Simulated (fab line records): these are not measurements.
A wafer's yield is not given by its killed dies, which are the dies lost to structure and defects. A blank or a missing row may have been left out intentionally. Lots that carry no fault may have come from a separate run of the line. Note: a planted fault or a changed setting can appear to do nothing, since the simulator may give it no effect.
Which tool did it? :: flow gf180mcu :: 14 lots with 42 wafers sampled at 3 steps, on a route of 602 steps

== WHAT THE GAUGES SHOWED, per wafer ==
GF_HV_LDD_OVL_MEAS_32.
lot: L732
measured: day 11 19:04
on: overlay-02
HV_LDD_02_OVL (nm): 1.0 2.1 2.3

lot: L733
measured: day 12 00:53
on: overlay-02
HV_LDD_02_OVL (nm): -1.3 -0.2 -2.2

lot: L734
measured: day 12 04:31
on: overlay-01
HV_LDD_02_OVL (nm): 3.2 2.7 2.3

lot: L735
measured: day 12 11:22
on: overlay-01
HV_LDD_02_OVL (nm): 0.7 0.8 0.3

lot: L739
measured: day 13 18:52
on: overlay-02
HV_LDD_02_OVL (nm): -0.9 -1.4 -2.5

lot: L742
measured: day 14 14:17
on: overlay-01
HV_LDD_02_OVL (nm): 0.8 1.2 0.4

lot: L744
measured: day 15 06:40
on: overlay-01
HV_LDD_02_OVL (nm): 3.0 3.2 2.7

lot: L745
measured: day 15 16:40
on: overlay-02
HV_LDD_02_OVL (nm): -0.7 1.0 -0.8

lot: L746
measured: day 15 23:25
on: overlay-02
HV_LDD_02_OVL (nm): -0.1 0.3 -0.3

lot: L747
measured: day 16 07:16
on: overlay-02
HV_LDD_02_OVL (nm): 2.0 0.6 0.7

lot: L748
measured: day 16 17:31
on: overlay-01
HV_LDD_02_OVL (nm): 0.2 2.5 0.2

lot: L750
measured: day 17 04:25
on: overlay-01
HV_LDD_02_OVL (nm): 1.1 1.0 1.4

lot: L751
measured: day 17 19:45
on: overlay-01
HV_LDD_02_OVL (nm): 1.8 1.3 2.0

lot: L752
measured: day 18 00:01
on: overlay-02
HV_LDD_02_OVL (nm): -1.0 -2.3 -1.4

GF_V1_OVL_MEAS_15.
lot: L732
measured: day 18 08:31
on: overlay-02
V1_OVL (nm): 1 -3 0

lot: L733
measured: day 18 17:20
on: overlay-01
V1_OVL (nm): 2 2 -6

lot: L734
measured: day 19 03:03
on: overlay-01
V1_OVL (nm): 1 -3 0

lot: L735
measured: day 19 07:25
on: overlay-01
V1_OVL (nm): -5 -3 0

lot: L739
measured: day 20 20:07
on: overlay-01
V1_OVL (nm): -5 4 1

lot: L742
measured: day 21 19:10
on: overlay-01
V1_OVL (nm): 6 3 11

lot: L744
measured: day 22 11:36
on: overlay-01
V1_OVL (nm): -6 -6 -9

lot: L745
measured: day 22 20:34
on: overlay-02
V1_OVL (nm): -3 3 3

lot: L746
measured: day 23 05:21
on: overlay-02
V1_OVL (nm): 2 2 1

lot: L747
measured: day 23 15:19
on: overlay-02
V1_OVL (nm): -2 3 4

lot: L748
measured: day 24 00:05
on: overlay-02
V1_OVL (nm): -12 -9 -12

lot: L750
measured: day 24 10:04
on: overlay-02
V1_OVL (nm): 9 2 2

lot: L751
measured: day 25 00:48
on: overlay-01
V1_OVL (nm): 2 -3 1

lot: L752
measured: day 25 03:58
on: overlay-01
V1_OVL (nm): -7 -5 -6

== WHICH TOOL RAN EACH LOT (tool, then ch and the chambers of the sampled wafers, then the start) ==
lot: L732
GF_HV_LDD_EXPOSE_16: ilineStepper-02 ch 0, day 10 15:52

lot: L733
GF_HV_LDD_EXPOSE_16: ilineStepper-01 ch 0, day 10 21:11

lot: L734
GF_HV_LDD_EXPOSE_16: ilineStepper-02 ch 0, day 11 00:37

lot: L735
GF_HV_LDD_EXPOSE_16: ilineStepper-01 ch 0, day 11 07:32

lot: L739
GF_HV_LDD_EXPOSE_16: ilineStepper-02 ch 0, day 12 12:35

lot: L742
GF_HV_LDD_EXPOSE_16: ilineStepper-02 ch 0, day 13 06:50

lot: L744
GF_HV_LDD_EXPOSE_16: ilineStepper-01 ch 0, day 13 23:10

lot: L745
GF_HV_LDD_EXPOSE_16: ilineStepper-02 ch 0, day 14 08:17

lot: L746
GF_HV_LDD_EXPOSE_16: ilineStepper-01 ch 0, day 14 15:04

lot: L747
GF_HV_LDD_EXPOSE_16: ilineStepper-02 ch 0, day 14 23:26

lot: L748
GF_HV_LDD_EXPOSE_16: ilineStepper-02 ch 0, day 15 07:53

lot: L750
GF_HV_LDD_EXPOSE_16: ilineStepper-02 ch 0, day 15 19:17

lot: L751
GF_HV_LDD_EXPOSE_16: ilineStepper-01 ch 0, day 16 09:01

lot: L752
GF_HV_LDD_EXPOSE_16: ilineStepper-01 ch 0, day 16 12:35
- GF_HV_LDD_EXPOSE_16: exposes mask Pplus LV AREA, target cd 400 nm.

== AS READ BY THE TOOLS THEMSELVES (means over the sampled wafers that have a number; for cases with no such wafer, the mark the record gives instead) ==
GF_HV_LDD_EXPOSE_16.
lot: L732
tool: ilineStepper-02
exposureDoseMJCm2: 139.94

lot: L733
tool: ilineStepper-01
exposureDoseMJCm2: 139.97

lot: L734
tool: ilineStepper-02
exposureDoseMJCm2: 140.18

lot: L735
tool: ilineStepper-01
exposureDoseMJCm2: 140.08

lot: L739
tool: ilineStepper-02
exposureDoseMJCm2: 140.05

lot: L742
tool: ilineStepper-02
exposureDoseMJCm2: 140.01

lot: L744
tool: ilineStepper-01
exposureDoseMJCm2: 140.01

lot: L745
tool: ilineStepper-02
exposureDoseMJCm2: 142.15

lot: L746
tool: ilineStepper-01
exposureDoseMJCm2: 140.20

lot: L747
tool: ilineStepper-02
exposureDoseMJCm2: 142.27

lot: L748
tool: ilineStepper-02
exposureDoseMJCm2: 142.26

lot: L750
tool: ilineStepper-02
exposureDoseMJCm2: 142.22

lot: L751
tool: ilineStepper-01
exposureDoseMJCm2: 139.94

lot: L752
tool: ilineStepper-01
exposureDoseMJCm2: 139.82

== THE ANSWER, worked out from the rows above alone ==
Rule: the usual values come from the lots themselves. Put in order of their means at a reading, lots are off if they are a third of the lots or fewer, leave a main group of 4 or more, and stand apart from it by a gap of 3 or more times the standard deviation of the main group's means; of several such gaps the widest counts. A main group is skipped when, at the precision printed for the reading in the tables above, its means are all equal. A lot without any number at a reading at which 4 lots or more have one is off too. Where the step has rows for the other lots, those lots are counted as sound. First the gauges in route order, then the tools' own readings, where a lot's mean is used as printed above. At the first step where some lot is off, the reading lying furthest off is the one used; lots without a number count as furthest.
Off at GF_HV_LDD_EXPOSE_16 (exposureDoseMJCm2): L745, L747, L748, L750. The main group: mean 140.02, standard deviation 0.11.
If a tool, at that step or one of the process steps before it, ran each lot that is off and ran no sound lot following the first of them, it fits. One candidate fits, namely ilineStepper-02 at GF_HV_LDD_EXPOSE_16. A fault onset in the window from L742 (day 13 06:50, its last sound lot) to L745 (day 14 08:17, its first lot off) fits.
The tool's own readings at GF_HV_LDD_EXPOSE_16 bear it out: on the lots that are off they differ by more than 5 times the standard deviation of the sound lots' means. exposureDoseMJCm2 reads 142.22 there against 140.02 on the sound lots.

== WHAT THE SIMULATOR HAD INSERTED ==
Drift in process parameters on ilineStepper-02 at GF_HV_LDD_EXPOSE_16, starting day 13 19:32. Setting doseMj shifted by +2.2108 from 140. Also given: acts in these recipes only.
Lots struck among those shown: L745, L747, L748, L750. This agrees with what the rule above found.
